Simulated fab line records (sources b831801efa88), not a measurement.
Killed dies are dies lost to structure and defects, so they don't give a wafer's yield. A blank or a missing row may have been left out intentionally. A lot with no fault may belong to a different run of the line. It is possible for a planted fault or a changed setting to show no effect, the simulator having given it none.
Which tool did it? | flow sky130 | 14 lots, 42 wafers sampled, at 5 steps of a route of 708

WHAT THE GAUGES READ, wafer by wafer
SKY_VT_ADJUST_HVTP_TW_MEAS_11. Usual: VT_ADJUST_HVTP_TW typically reads 1348, with standard deviation 12.
lot  | measured     | on            | VT_ADJUST_HVTP_TW | flag
L629 | day 6 13:15  | film metro-01 | 1350 1348 1349    |
L631 | day 7 05:10  | film metro-01 | 1342 1338 1335    |
L630 | day 7 05:29  | film metro-04 | 1363 1362 1352    |
L633 | day 7 14:16  | film metro-01 | 1339 1331 1342    |
L634 | day 7 18:08  | film metro-02 | 1342 1341 1333    |
L635 | day 8 06:00  | film metro-04 | 1355 1354 1363    |
L636 | day 8 11:58  | film metro-04 | 1352 1361 1361    |
L637 | day 8 17:28  | film metro-02 | 1336 1327 1327    |
L638 | day 9 00:05  | film metro-01 | 1349 1345 1343    |
L639 | day 9 00:58  | film metro-01 | 1337 1346 1341    |
L640 | day 9 08:42  | film metro-01 | 1341 1342 1344    |
L646 | day 11 06:23 | film metro-01 | 1343 1346 1350    |
L650 | day 12 05:45 | film metro-02 | 1323 1321 1326    |
L651 | day 12 13:04 | film metro-04 | 1365 1362 1361    |

SKY_VT_ADJUST_LVTN_TW_MEAS_21. Usual: VT_ADJUST_LVTN_2_TW typically reads 186.4, with standard deviation 2.1.
lot  | measured     | on            | VT_ADJUST_LVTN_2_TW | flag
L629 | day 8 03:44  | film metro-02 | 184.4 185.3 184.5   |
L631 | day 8 23:00  | film metro-04 | 188.0 188.9 187.7   |
L630 | day 8 23:19  | film metro-03 | 184.4 184.8 184.6   |
L633 | day 9 08:29  | film metro-03 | 184.6 182.5 184.0   |
L634 | day 9 11:58  | film metro-04 | 188.4 187.8 188.9   |
L635 | day 10 01:20 | film metro-03 | 185.5 185.6 185.2   |
L636 | day 10 08:49 | film metro-02 | 184.3 184.6 184.5   |
L637 | day 10 14:17 | film metro-04 | 188.6 188.3 188.6   |
L638 | day 10 22:07 | film metro-04 | 188.0 188.9 188.7   |
L639 | day 10 22:08 | film metro-02 | 183.2 184.3 183.3   |
L640 | day 11 07:41 | film metro-04 | 190.3 188.4 189.3   |
L646 | day 13 09:35 | film metro-03 | 183.6 183.7 184.1   |
L650 | day 14 11:46 | film metro-02 | 185.1 186.4 185.4   |
L651 | day 14 19:32 | film metro-02 | 184.9 186.1 185.5   |

SKY_SONOS_TUNNEL_TW_MEAS_12. Usual: SONOS_TUNNEL_TW typically reads 194.9, with standard deviation 2.2.
lot  | measured     | on            | SONOS_TUNNEL_TW   | flag
L629 | day 11 23:52 | film metro-04 | 197.5 196.4 196.6 |
L631 | day 12 21:50 | film metro-03 | 193.7 193.6 192.6 |
L630 | day 12 23:56 | film metro-02 | 193.7 193.5 194.0 |
L633 | day 13 10:41 | film metro-03 | 193.5 192.8 195.1 |
L634 | day 13 15:38 | film metro-03 | 192.3 192.7 192.9 |
L635 | day 14 07:13 | film metro-02 | 194.2 194.1 195.1 |
L636 | day 14 17:34 | film metro-03 | 194.5 194.4 195.3 |
L637 | day 14 22:43 | film metro-03 | 236.1 237.0 236.9 | OFF
L638 | day 15 08:33 | film metro-03 | 193.2 194.5 193.8 |
L639 | day 15 10:14 | film metro-03 | 236.7 236.5 236.3 | OFF
L640 | day 15 21:02 | film metro-04 | 196.1 198.1 196.2 |
L646 | day 18 05:58 | film metro-04 | 243.1 242.5 242.0 | OFF
L650 | day 19 09:54 | film metro-03 | 194.2 193.3 193.8 |
L651 | day 19 18:30 | film metro-03 | 192.3 193.0 194.6 |

SKY_RES_PROTECT_TW_MEAS_08. Usual: POLY_GATE_TW typically reads 4012, with standard deviation 41.
lot  | measured     | on            | POLY_GATE_TW   | flag
L629 | day 15 20:14 | film metro-04 | 4069 4052 4082 |
L631 | day 16 20:51 | film metro-04 | 4017 4020 4025 |
L630 | day 17 00:02 | film metro-02 | 3964 3996 3960 |
L633 | day 17 11:08 | film metro-04 | 4044 4020 4046 |
L634 | day 17 16:41 | film metro-03 | 3936 3962 3932 |
L635 | day 18 09:27 | film metro-04 | 4069 4048 4071 |
L636 | day 18 23:08 | film metro-03 | 3970 3945 3968 |
L637 | day 19 04:07 | film metro-04 | 4030 4044 4069 |
L638 | day 19 13:59 | film metro-02 | 3952 3944 3972 |
L639 | day 19 20:22 | film metro-04 | 4045 4050 4050 |
L640 | day 20 04:14 | film metro-04 | 4016 4007 4024 |
L646 | day 22 11:27 | film metro-03 | 3979 3989 3990 |
L650 | day 23 14:21 | film metro-02 | 3954 3979 3965 |
L651 | day 24 09:55 | film metro-04 | 4048 4034 4029 |

EACH LOT AND THE TOOL THAT RAN IT (in order: tool; ch and the chambers of the sampled wafers; start)
lot  | SKY_SONOS_TUNNEL_IMPLANT_09
L629 | implanter-02 ch 0, day 11 23:26
L631 | implanter-02 ch 0, day 12 21:27
L630 | implanter-02 ch 0, day 12 23:34
L633 | implanter-02 ch 0, day 13 10:15
L634 | implanter-01 ch 0, day 13 15:12
L635 | implanter-02 ch 0, day 14 06:46
L636 | implanter-01 ch 0, day 14 17:07
L637 | implanter-02 ch 0, day 14 22:00
L638 | implanter-01 ch 0, day 15 08:11
L639 | implanter-04 ch 0, day 15 09:31
L640 | implanter-01 ch 0, day 15 20:37
L646 | implanter-01 ch 0, day 18 05:14
L650 | implanter-02 ch 0, day 19 09:29
L651 | implanter-02 ch 0, day 19 17:56
- SKY_SONOS_TUNNEL_IMPLANT_09

WHAT THE TOOLS THEMSELVES READ (means of the sampled wafers that have a number; where no wafer has one, the mark that the record gives instead)
The record holds no such reading with a usual standard deviation.

THE ANSWER, worked out from the rows above alone
Rule: lot off if the mean of its wafers having a number is beyond 3 standard deviations from the usual mean. A lot without any number at a reading at which 4 lots or more have one is off too. Any other lot the step has rows for is counted as sound. After the gauges, taken in route order, come the tools' own readings; for these a lot's mean is taken, as printed above. The first step at which some lot is off is used, and at that step the reading that is off furthest; a lot without a number counts as furthest.
Off: L637, L639, L646, seen at SKY_SONOS_TUNNEL_TW_MEAS_12 (SONOS_TUNNEL_TW).
A tool fits if, at a process step before that reading, it ran every lot that is off, and no sound lot after the first of them. Those tools and the gauges at SKY_SONOS_TUNNEL_TW_MEAS_12 are tried in the same way. Of those tried, none fits.

WHAT HAD BEEN PUT IN BY THE SIMULATOR
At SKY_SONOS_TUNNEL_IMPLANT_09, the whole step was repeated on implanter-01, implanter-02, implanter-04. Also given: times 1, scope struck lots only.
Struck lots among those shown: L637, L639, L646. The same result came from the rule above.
